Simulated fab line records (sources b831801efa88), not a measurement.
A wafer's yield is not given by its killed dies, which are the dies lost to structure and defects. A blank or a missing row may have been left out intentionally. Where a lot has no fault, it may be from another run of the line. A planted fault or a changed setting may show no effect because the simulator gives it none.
Which tool is to blame? | flow sky130 | Sampling: 13 lots, 38 wafers, 4 of 708 route steps

== WHAT THE GAUGES SHOWED, per wafer ==
SKY_FIELD_ISO_THK_MEAS_25.
lot  | measured    | on           | FIELD_ISO_CVD_24_THK (nm)
L714 | day 2 11:05 | filmMetro-01 | 592 592 587
L715 | day 2 15:38 | filmMetro-03 | 597 606 592
L718 | day 3 06:19 | filmMetro-03 | 582 597 590
L720 | day 3 16:22 | filmMetro-03 | 587 599
L721 | day 3 22:01 | filmMetro-02 | 605 601 603
L726 | day 5 00:36 | filmMetro-02 | 583 584 595
L731 | day 5 23:39 | filmMetro-02 | 596 587 594
L732 | day 6 06:36 | filmMetro-01 | 593 600 595
L733 | day 6 09:32 | filmMetro-01 | 587 590 589
L734 | day 6 16:02 | filmMetro-03 | 610 601 594
L735 | day 6 20:41 | filmMetro-02 | 598 591 591
L736 | day 7 01:31 | filmMetro-01 | 590 592 577
L737 | day 7 08:10 | filmMetro-03 | 604 599 597

SKY_LDD_P_CD_MEAS_07: target cd 380 nm.
lot  | measured     | on       | cdNm (nm)
L714 | day 20 15:05 | cdSem-02 | 386.0 383.3 383.5
L715 | day 20 14:40 | cdSem-02 | 381.0 380.5 380.9
L718 | day 20 22:23 | cdSem-02 | 375.7 379.1 375.7
L720 | day 21 12:38 | cdSem-02 | 383.1 378.7
L721 | day 21 12:21 | cdSem-01 | 382.8 380.7 380.9
L726 | day 24 04:28 | cdSem-02 | 379.0 380.0 379.4
L731 | day 25 07:38 | cdSem-02 | 383.3 382.1 381.5
L732 | day 25 06:49 | cdSem-01 | 379.4 376.8 376.0
L733 | day 25 14:19 | cdSem-02 | 378.3 377.0 379.4
L734 | day 26 20:14 | cdSem-01 | 379.5 378.7 377.8
L735 | day 26 20:03 | cdSem-02 | 379.3 378.6 379.1
L736 | day 26 21:43 | cdSem-02 | 380.9 381.8 380.0
L737 | day 27 05:23 | cdSem-02 | 384.2 384.1 382.8

== WHAT TOOL EACH LOT RAN ON (gives the tool, then ch and the chambers of the sampled wafers, and finally the start) ==
lot  | SKY_VT_ADJUST_HVTR_STRIP_10         | SKY_GATE_OXIDE_IMPLANT_11
L714 | plasmaAsher-02 ch 0,1, day 9 17:01  | implanter-03 ch 0, day 14 04:34
L715 | plasmaAsher-03 ch 0,1, day 10 02:26 | implanter-03 ch 0, day 14 11:28
L718 | plasmaAsher-02 ch 0,1, day 10 17:58 | implanter-03 ch 0, day 15 08:17
L720 | plasmaAsher-02 ch 0, day 11 08:14   | implanter-01 ch 0, day 16 00:35
L721 | plasmaAsher-03 ch 0,1, day 11 14:05 | implanter-03 ch 0, day 16 00:49
L726 | plasmaAsher-02 ch 0,1, day 13 08:02 | implanter-02 ch 0, day 18 15:36
L731 | plasmaAsher-01 ch 0,1, day 14 15:16 | implanter-02 ch 0, day 19 22:16
L732 | plasmaAsher-03 ch 0,1, day 14 21:13 | implanter-01 ch 0, day 19 21:57
L733 | plasmaAsher-01 ch 0,1, day 15 02:52 | implanter-01 ch 0, day 20 07:49
L734 | plasmaAsher-01 ch 0,1, day 15 12:23 | implanter-03 ch 0, day 20 19:17
L735 | plasmaAsher-03 ch 0,1, day 15 20:25 | implanter-02 ch 0, day 21 08:03
L736 | plasmaAsher-01 ch 0,1, day 16 07:18 | implanter-01 ch 0, day 21 15:57
L737 | plasmaAsher-02 ch 0,1, day 16 15:34 | implanter-01 ch 0, day 21 23:17
- SKY_VT_ADJUST_HVTR_STRIP_10: strips in O2/N2.
- SKY_GATE_OXIDE_IMPLANT_11

== WHAT THE TOOLS THEMSELVES READ (means of the sampled wafers that have a number; where no wafer has one, the mark that the record gives instead) ==
SKY_VT_ADJUST_HVTR_STRIP_10.
lot  | tool           | drypumpMotorCurrentA (A) | oesProductAu (a.u.) | stripTimeToEndpointS (s)
L714 | plasmaAsher-02 | 5.9                      | 0.716               | 14.11
L715 | plasmaAsher-03 | 5.5                      | 0.713               | 14.22
L718 | plasmaAsher-02 | 5.6                      | 0.719               | 14.15
L720 | plasmaAsher-02 | 5.3                      | 0.716               | 14.16
L721 | plasmaAsher-03 | 5.8                      | 0.718               | 14.19
L726 | plasmaAsher-02 | 5.9                      | 0.720               | 14.13
L731 | plasmaAsher-01 | 5.8                      | 0.717               | 14.14
L732 | plasmaAsher-03 | 5.8                      | 0.709               | 14.19
L733 | plasmaAsher-01 | 5.7                      | 0.719               | 14.19
L734 | plasmaAsher-01 | 5.8                      | 0.716               | 14.14
L735 | plasmaAsher-03 | 5.5                      | 0.716               | 14.18
L736 | plasmaAsher-01 | 5.8                      | 0.716               | 14.18
L737 | plasmaAsher-02 | 5.6                      | 0.721               | 14.16

SKY_GATE_OXIDE_IMPLANT_11.
lot  | tool         | beamOnS (s) | faradayCurrentUA
L714 | implanter-03 | 10.19       | 14.4
L715 | implanter-03 | 9.81        | 15.0
L718 | implanter-03 | 10.08       | 14.5
L720 | implanter-01 | 10.93       | 13.4
L721 | implanter-03 | 9.96        | 14.8
L726 | implanter-02 | 9.95        | 14.8
L731 | implanter-02 | 9.85        | 14.9
L732 | implanter-01 | 10.10       | 14.6
L733 | implanter-01 | 10.00       | 14.7
L734 | implanter-03 | 10.01       | 14.6
L735 | implanter-02 | 9.90        | 14.8
L736 | implanter-01 | 9.98        | 14.8
L737 | implanter-01 | 10.01       | 14.6

== THE ANSWER, worked out from the rows above alone ==
Rule: the usual values come from the lots themselves. Put in order of their means at a reading, lots are off if they are a third of the lots or fewer, leave a main group of 4 or more, and stand apart from it by a gap of 3 or more times the standard deviation of the main group's means; of several such gaps the widest counts. Not used: any main group whose means are identical at the precision the tables above print for the reading. Also off: a lot with no number at a reading for which 4 or more lots have one. All remaining lots with rows at the step are treated as sound. The gauges are gone through in route order, then the tools' own readings, and for those a lot's mean is taken as printed above. The first step at which some lot is off is used, and at that step the reading that is off furthest; a lot without a number counts as furthest.
Off, at SKY_GATE_OXIDE_IMPLANT_11 on beamOnS: L720. The main group: mean 9.99 s, standard deviation 0.1.
A tool fits if, at that step or a process step before it, it ran every lot that is off, and no sound lot after the first of them. No candidate that was tried fits.

== WHAT THE SIMULATOR HAD INSERTED ==
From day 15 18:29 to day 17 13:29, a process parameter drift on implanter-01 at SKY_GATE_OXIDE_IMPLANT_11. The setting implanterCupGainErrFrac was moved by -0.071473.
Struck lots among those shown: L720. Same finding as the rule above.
